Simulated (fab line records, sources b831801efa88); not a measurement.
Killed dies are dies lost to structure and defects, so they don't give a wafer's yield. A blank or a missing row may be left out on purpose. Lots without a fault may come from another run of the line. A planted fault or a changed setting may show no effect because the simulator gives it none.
fab line records | flow sky130
record lots=12 wafers=36 last_day=50
route steps=708 shown FIELD_ISO@28 NWELL@66 SPACER@306 METAL1@439
lots that met no fault: from a run of the same line without faults
start_h: hours from the record's first day to the start of the lot's first wafer shown | wait_h: hours since the lot's step before | " the same as in the row above | L1.1+2: a row that stands for several wafers | - no value, or no start given | * or withheld: withheld | < > ~ a bound
route shown NAME@n: a module of which the file shows steps, and the number in the route of the first | usual: mean/standard deviation of fault-free wafers | same: alike in all rows | chamber/n: place in a boat | sites: the reading at each site | _std_site: their standard deviation | _edge_site: outer sites' mean less inner sites' | radius_mm: how far each site lies from the wafer's centre | mask NAME#n: copy n | behind: the tool/chamber that last shaped the wafer | hold: why the lot was held/for how many hours/how that ended | device: the transistor (n, p or np) that didn't switch | end of line: the same wafers' tests at the end of the route | a step without rows: its recipe alone | killed: dies lost to structure and defects at the first sort, not the wafer's yield | map: a wafer's dies, x killed, . not, _ none there
set.NAME: the setting as run; set.NAME@STEP: as run at that earlier step | model.NAME: the simulator's own value behind a step, which no gauge read
steps of the route over a sample of lots; a table a step, a row a wafer
services: from which hour (start_h, from the record's first day; less than 0 if before it) a tool's chamber was out of use, for how many hours, and why
## steps
# step SKY_FIELD_ISO_CMP_27
# recipe stop_on=Si3N4 t_overpolish_s=16 down_force_psi=4 platen_rpm=60 target_thk_nm=457.8 pad_velocity_m_s=0.94248
# usual motor_current_A=11.5/0.83 overpolish_run_s=16.000/0.0091 time_to_endpoint_s=111/3.2
# columns lot.wafer tool chamber start_h wait_h motor_current_A overpolish_run_s time_to_endpoint_s
L500.3 cmp-01 3 46.27 0.0 11.4 16.000 112
L500.2 " 0 " " 11.5 16.006 107
L500.4 " 2 " " 11.4 15.984 109
L501.2 cmp-02 2 49.09 0.0 13.3 16.016 116
L501.3 " 1 " " 10.8 15.990 109
L501.5 " 2 " " 13.3 15.995 114
L502.1 cmp-02 0 56.81 0.1 11.6 16.002 107
L502.6 " 3 " " 10.6 16.002 110
L502.5 " 0 " " 11.3 15.992 106
L503.4 cmp-01 0 62.41 0.1 11.2 15.992 111
L503.3 " 1 " " 12.2 16.013 112
L503.5 " 0 " " 11.3 15.981 110
L509.3 cmp-01 2 90.48 0.0 11.7 16.004 111
L509.2 " 1 " " 12.2 15.993 114
L509.5 " 3 " " 12.3 15.999 108
L511.2 cmp-02 1 101.74 0.1 10.8 15.993 106
L511.3 " 2 " " 13.0 15.985 111
L511.5 " 3 " " 10.2 15.998 107
L512.2 cmp-02 3 107.32 0.1 10.9 16.002 107
L512.6 " 0 " " 10.7 16.016 105
L512.5 " 1 " " 10.8 15.997 105
L513.4 cmp-01 3 111.45 0.0 12.1 15.997 107
L513.1 " 2 " " 10.9 15.990 110
L513.6 " 0 " " 10.9 15.994 114
L515.1 cmp-01 1 131.19 0.1 13.0 16.009 116
L515.6 " 0 " " 11.4 15.999 116
L515.5 " 1 " " 12.6 16.005 116
L516.2 cmp-02 1 143.48 0.1 10.6 15.995 108
L516.3 " 3 " " 10.5 16.000 107
L516.6 " 0 " " 11.3 16.000 106
L518.3 cmp-02 3 146.89 0.1 11.3 15.987 109
L518.2 " 1 " " 10.6 15.996 110
L518.5 " 3 " " 10.5 16.003 109
L521.4 cmp-02 2 158.73 0.1 12.8 16.001 111
L521.6 " 3 " " 10.5 16.013 112
L521.5 " 0 " " 11.0 16.006 110
# step SKY_NWELL_IMPLANT_13
# recipe species=P energy_kev=50 dose_cm2=7e+11 tilt_deg=withheld
# usual dose_ions_cm2=7.001e+11/8.1e+08 faraday_current_uA=3.95/0.08
# same implant_ion_amu=31
# columns lot.wafer tool chamber start_h wait_h dose_ions_cm2 faraday_current_uA
L500.2 implanter-03 0 99.38 0.1 6.995e+11 3.98
L500.3 " 0 " " 6.997e+11 3.87
L500.4 " 0 " " 6.996e+11 4.01
L501.2 implanter-04 0 102.45 0.1 7e+11 3.95
L501.3 " 0 " " 7.006e+11 4.00
L501.5 " 0 " " 6.999e+11 3.90
L502.1 implanter-02 0 113.25 0.1 6.997e+11 3.89
L502.5 " 0 " " 7.003e+11 3.98
L502.6 " 0 " " 6.999e+11 3.99
L503.3 implanter-04 0 119.97 0.1 7.001e+11 4.11
L503.4 " 0 " " 6.999e+11 4.14
L503.5 " 0 " " 6.995e+11 3.97
L509.2 implanter-03 0 149.35 0.1 6.982e+11 3.94
L509.3 " 0 " " 6.988e+11 3.92
L509.5 " 0 " " 6.982e+11 3.81
L511.2 implanter-04 0 161.65 0.1 2.982e+11 1.66
L511.3 " 0 " " 2.971e+11 1.64
L511.5 " 0 " " 2.964e+11 1.68
L512.2 implanter-04 0 165.55 0.1 2.957e+11 1.66
L512.5 " 0 " " 2.963e+11 1.64
L512.6 " 0 " " 2.968e+11 1.68
L513.1 implanter-03 0 168.60 0.1 6.994e+11 4.02
L513.4 " 0 " " 7.007e+11 3.75
L513.6 " 0 " " 7.006e+11 4.02
L515.1 implanter-03 0 202.00 0.1 6.994e+11 3.96
L515.5 " 0 " " 6.999e+11 3.85
L515.6 " 0 " " 6.991e+11 3.95
L516.2 implanter-02 0 210.03 0.1 6.991e+11 4.04
L516.3 " 0 " " 7e+11 3.90
L516.6 " 0 " " 6.989e+11 3.94
L518.2 implanter-03 0 213.73 0.1 6.993e+11 3.88
L518.3 " 0 " " 7.003e+11 3.88
L518.5 " 0 " " 6.993e+11 4.06
L521.4 implanter-03 0 225.70 0.1 7.008e+11 3.84
L521.5 " 0 " " 7.013e+11 4.05
L521.6 " 0 " " 6.992e+11 3.94
# step SKY_NWELL_RS_MEAS_29
# recipe thk_meas_gauge=four-point-probe
# usual NWELL_RS=625.2/1.4
# columns lot.wafer tool chamber start_h wait_h hold NWELL_RS[ohm/sq]
L500.2 film_metro-01 - 117.75 0.1 - 626.3
L500.3 " - " " - 624.8
L500.4 " - " " - 624.6
L501.2 film_metro-04 - 121.33 0.1 - 624.9
L501.3 " - " " - 624.1
L501.5 " - " " - 623.7
L502.1 film_metro-03 - 131.29 0.1 - 625.8
L502.5 " - " " - 625.1
L502.6 " - " " - 626.6
L503.3 film_metro-01 - 139.06 0.1 - 624.7
L503.4 " - " " - 625.2
L503.5 " - " " - 626.6
L509.2 film_metro-04 - 169.20 0.1 - 622.9
L509.3 " - " " - 623.9
L509.5 " - " " - 623.2
L511.2 film_metro-04 - 182.55 0.1 await_dispo/0.2h/release 639.2
L511.3 " - " " await_dispo/0.2h/release 639.0
L511.5 " - " " await_dispo/0.2h/release 637.6
L511.2 film_metro-04 - 182.91 0.3 - 640.8
L511.3 " - " " - 637.2
L511.5 " - " " - 638.7
L512.2 film_metro-03 - 186.80 0.1 await_dispo/0.2h/release 638.9
L512.5 " - " " await_dispo/0.2h/release 639.8
L512.6 " - " " await_dispo/0.2h/release 640.4
L512.2 film_metro-03 - 187.16 0.3 - 638.9
L512.5 " - " " - 642.2
L512.6 " - " " - 641.8
L513.1 film_metro-01 - 190.08 0.1 - 621.5
L513.4 " - " " - 622.9
L513.6 " - " " - 624.6
L515.1 film_metro-03 - 224.98 0.1 - 625.1
L515.5 " - " " - 623.5
L515.6 " - " " - 625.6
L516.2 film_metro-01 - 232.95 0.1 - 625.8
L516.3 " - " " - 624.4
L516.6 " - " " - 625.8
L518.2 film_metro-01 - 237.74 0.1 - 623.5
L518.3 " - " " - 624.1
L518.5 " - " " - 624.9
L521.4 film_metro-03 - 249.72 0.1 - 628.0
L521.5 " - " " - 625.9
L521.6 " - " " - 626.5
# step SKY_SPACER_ETCHBACK_02
# recipe chemistry=CH3F/O2 target=Si3N4 stop_on=SiO2 source_w=400 bias_w=80 pressure_mtorr=25 ch3f_flow_sccm=40 O2_flow_sccm=30 time_s=46.7 target_depth_a=450
# usual drypump_motor_current_A=5.8/0.42 oes_product_au=0.852/0.0061 throttle_valve_pct=10.560/0.0098
# columns lot.wafer tool chamber start_h wait_h drypump_motor_current_A oes_product_au rf_hours_counter_h throttle_valve_pct
L500.2 rie_diel-03 3 548.00 0.0 5.6 0.851 9 10.567
L500.3 " 0 " " 5.7 0.849 2 10.569
L500.4 " 2 " " 6.5 0.863 63 10.549
L501.2 rie_diel-01 1 554.03 0.0 5.9 0.853 19 10.548
L501.3 " 2 " " 5.3 0.859 1 10.568
L501.5 " 0 " " 6.4 0.863 - 10.562
L502.1 rie_diel-03 0 557.64 0.1 5.7 0.849 3 10.584
L502.5 " 0 " " 5.6 0.855 - 10.550
L502.6 " 1 " " 5.8 0.849 - 10.576
L503.3 rie_diel-01 1 581.55 0.0 5.9 0.862 20 10.558
L503.4 " 0 " " 6.4 0.854 7 10.553
L503.5 " 2 " " 5.3 0.855 - 10.558
L509.2 rie_diel-04 1 621.67 0.0 5.5 0.862 2 10.563
L509.3 " 3 " " 5.4 0.850 13 10.573
L509.5 " 3 " " 5.4 0.850 - 10.575
L511.2 rie_diel-01 1 644.33 0.0 5.9 0.851 20 10.557
L511.3 " 2 " " 5.3 0.850 2 10.580
L511.5 " 2 " " 5.3 0.853 - 10.566
L512.2 rie_diel-03 0 672.50 0.0 5.7 0.849 6 10.559
L512.5 " 3 " " 5.6 0.854 - 10.567
L512.6 " 0 " " 5.7 0.852 - 10.564
L513.1 rie_diel-04 2 672.50 0.1 5.5 0.859 1 10.563
L513.4 " 0 " " 6.2 0.870 14 10.572
L513.6 " 3 " " 5.5 0.863 - 10.572
L515.1 rie_diel-03 2 702.00 0.1 6.5 0.845 1 10.559
L515.5 " 2 " " 6.5 0.849 - 10.560
L515.6 " 1 " " 5.8 0.850 - 10.553
L516.2 rie_diel-03 2 704.65 0.0 6.5 0.847 1 10.568
L516.3 " 1 " " 5.8 0.839 5 10.546
L516.6 " 0 " " 5.7 0.847 - 10.563
L518.2 rie_diel-03 1 710.98 0.0 5.8 0.849 5 10.554
L518.3 " 2 " " 6.5 0.851 1 10.561
L518.5 " 0 " " 5.7 0.846 - 10.548
L521.4 rie_diel-03 3 734.91 0.0 5.6 0.859 14 10.564
L521.5 " 2 " " 6.5 0.845 - 10.551
L521.6 " 3 " " 5.6 0.860 - 10.547
# step SKY_METAL1_RS_MEAS_05
# recipe thk_meas_gauge=four-point-probe reads=TiN_of_METAL1_SPUTTER_04+Ti_of_METAL1_SPUTTER_03+AlCu_of_METAL1_SPUTTER_02+TiN_of_METAL1_SPUTTER_01+Ti_of_METAL1_SPUTTER_00
# usual METAL1_ALCU_RS=0.1210/0.0012
# columns lot.wafer tool chamber start_h wait_h METAL1_ALCU_RS[ohm/sq]
L500.2 film_metro-04 - 753.23 0.0 0.1219
L500.3 " - " " 0.1228
L500.4 " - " " 0.1236
L501.2 film_metro-04 - 761.08 0.0 0.1203
L501.3 " - " " 0.1202
L501.5 " - " " 0.1207
L502.1 film_metro-01 - 764.40 0.0 0.1211
L502.5 " - " " 0.1195
L502.6 " - " " 0.1206
L503.3 film_metro-01 - 784.85 0.1 0.1191
L503.4 " - " " 0.1211
L503.5 " - " " 0.1197
L509.2 film_metro-03 - 821.83 0.0 0.1216
L509.3 " - " " 0.1211
L509.5 " - " " 0.1216
L511.2 film_metro-01 - 844.09 0.0 0.1195
L511.3 " - " " 0.1199
L511.5 " - " " 0.1189
L512.2 film_metro-01 - 868.76 0.0 0.1209
L512.5 " - " " 0.1218
L512.6 " - " " 0.1207
L513.1 film_metro-03 - 869.27 0.0 0.1196
L513.4 " - " " 0.1206
L513.6 " - " " 0.1192
L515.1 film_metro-03 - 898.97 0.0 0.1231
L515.5 " - " " 0.1234
L515.6 " - " " 0.1230
L516.2 film_metro-04 - 899.01 0.0 0.1228
L516.3 " - " " 0.1235
L516.6 " - " " 0.1233
L518.2 film_metro-03 - 902.77 0.1 0.1201
L518.3 " - " " 0.1205
L518.5 " - " " 0.1204
L521.4 film_metro-01 - 926.62 0.1 0.1216
L521.5 " - " " 0.1230
L521.6 " - " " 0.1223
## services
# columns tool chamber start_h hours kind
rie_diel-03 1 33.71 6.5 repair
cmp-02 - 64.00 4.0 pm
cmp-02 - 82.85 0.5 repair
cmp-02 - 85.81 0.9 repair
cmp-02 - 97.75 1.0 repair
cmp-02 - 173.82 5.5 pm
cmp-02 - 180.79 1.9 repair
rie_diel-03 3 184.97 23.2 repair
rie_diel-03 - 218.48 2.8 pm
rie_diel-03 - 221.79 0.7 repair
cmp-02 - 270.77 2.2 repair
rie_diel-03 3 288.29 3.5 repair
rie_diel-03 0 318.26 10.7 repair
rie_diel-03 2 324.32 6.4 repair
rie_diel-03 3 341.65 11.4 repair
rie_diel-03 2 345.92 3.9 repair
cmp-02 - 404.00 4.0 pm
cmp-02 - 412.68 0.5 repair
cmp-02 - 457.91 3.8 repair
cmp-02 - 464.78 12.4 pm
cmp-02 - 520.99 1.2 repair
cmp-02 - 542.78 5.0 pm
cmp-02 - 554.30 10.5 pm
cmp-02 - 580.05 0.5 repair
## key
first_sign step=SKY_NWELL_IMPLANT_13 reading=dose_ions_cm2 direction=down sigmas=99+ usual=* struck=*
effect step=SKY_NWELL_IMPLANT_13 reading=faraday_current_uA direction=down sigmas=29 usual=3.95 struck=1.66
effect step=SKY_NWELL_RS_MEAS_29 reading=visit direction=added
effect step=SKY_NWELL_RS_MEAS_29 reading=NWELL_RS direction=up sigmas=10 usual=625.2 struck=639.2
met_at SKY_NWELL_IMPLANT_13
struck_lots L511,L512
tester_left_out L511,L512
not_acting_at SKY_FIELD_ISO_CMP_27,SKY_SPACER_ETCHBACK_02,SKY_METAL1_RS_MEAS_05
onset_between 119.97 161.65
fault kind=process_parameter_drift tool=implanter-04 chamber=- onset_h=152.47 steps=SKY_NWELL_IMPLANT_13 channel=dose_cm2 offset=* shape=step end_h=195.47 acts_in=* stated=*
# tester_left_out: of these lots the tester's yield and bins aren't shown, on N5 and GAA mostly nor the transistor test; their killed dies are dies lost to structure and defects alone, not to doping, threshold or leakage, so they don't give the yield
